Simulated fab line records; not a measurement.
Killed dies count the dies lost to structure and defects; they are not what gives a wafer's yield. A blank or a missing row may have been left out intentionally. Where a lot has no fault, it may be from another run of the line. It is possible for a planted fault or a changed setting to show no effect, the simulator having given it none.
8D (eight disciplines) problem report, filled in by code / flow gf180mcu / the parts of the form that need people (team, actions taken, sign-off) are left out

1. THE ISSUE
Wafers without a fault read 36.99 s, standard deviation 0.099; strip-time-to-endpoint-s at GF_LVPWELL_STRIP_10 reads a mean of 12.92 s on 6 wafers belonging to 2 lots. That is -99 or more standard deviations from the usual mean.
The step: strips in O2/N2.
Seen first at day 8 08:10 on plasma-asher-02, wafer L612.2. The record has a number at this step for 36 wafers belonging to 12 lots. By rule, "out" or "out of limits" means more than 4 standard deviations away from the usual mean. The other wafers with a number count as sound.

2. WHAT IT IS, WHAT IT ISN'T
question=which readings at this step | is=strip-time-to-endpoint-s | is not=drypump-motor-current-A
question=which lots | is=L612, L614 | is not=L598, L599, L601, L602, L603, L604, L605, L613, L615, L616
question=which wafers of those lots | is=all that have a number | is not=-
question=read on which tools | is=plasma-asher-02 | is not=plasma-asher-01, plasma-asher-03
question=when | is=from day 8 08:10 | is not=up to then (21 sound wafers); but 9 sound wafers of L613, L615, L616 came after

3. WHAT RULES OUT EACH SUSPECT
Counting: any tool at a process step up to the reading is kept as a suspect provided that every lot that is out went through it and no sound lot did after the first of them.
- cmp-01 at GF_STI_CMP_25 (polishes, stops on Si3N4, t overpolish 33 s, target thk 524.6 nm): ruled out as a lasting fault. Following L612 (day 6 06:04), the first lot on it that is out, the sound lots L615 were run on it.
- litho-track-04 at GF_LVPWELL_COAT_02 (resist thk 3000 nm): kept. Every lot that is out went through it, starting with L612 (day 7 23:51), and after that it ran no sound lot; the last sound lot it ran before then is L605 (day 6 08:25).
- plasma-asher-02 at GF_LVPWELL_STRIP_10 (strips in O2/N2): ruled out as a lasting fault. Following L612 (day 8 08:10), the first lot on it that is out, the sound lots L613, L615 were run on it.
After counting, what remains is litho-track-04 at GF_LVPWELL_COAT_02.

4. THE CAUSE (what the simulator had put in)
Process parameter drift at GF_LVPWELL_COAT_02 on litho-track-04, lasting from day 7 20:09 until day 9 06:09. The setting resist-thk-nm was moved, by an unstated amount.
Only this tool survived the counting.

5. THE EFFECT CHAIN, in route order
One row per reading whose mean, taken over the struck wafers that have a number, lies over 3 standard deviations from the usual. Readings are gone through only where the record gives a usual standard deviation; hours: the median, over the lots, of the time from a lot's start at the first step in this table giving one to that lot's start at this step; sigmas: the change measured in usual standard deviations.
hours=0; step=GF_LVPWELL_STRIP_10; reading=strip-time-to-endpoint-s; usual=36.99 s; on struck wafers=12.92; change=-24.07; sigmas=-99 or more
The process steps in it:
- GF_LVPWELL_STRIP_10: strips in O2/N2.

6. HOW IT WOULD HAVE BEEN CAUGHT EARLIER
The fault began at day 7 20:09; the first out-of-limits reading in this record came at day 8 08:10, 12 hours later.
Tool readings at GF_LVPWELL_COAT_02 with a usual standard deviation given in the record: none out on any struck wafer, hence no alarm at a limit of 4 standard deviations on them.
Lots out: 2; of these, L614 started GF_LVPWELL_COAT_02 on litho-track-04 after day 8 08:10. Holding the tool at that time would have saved it.
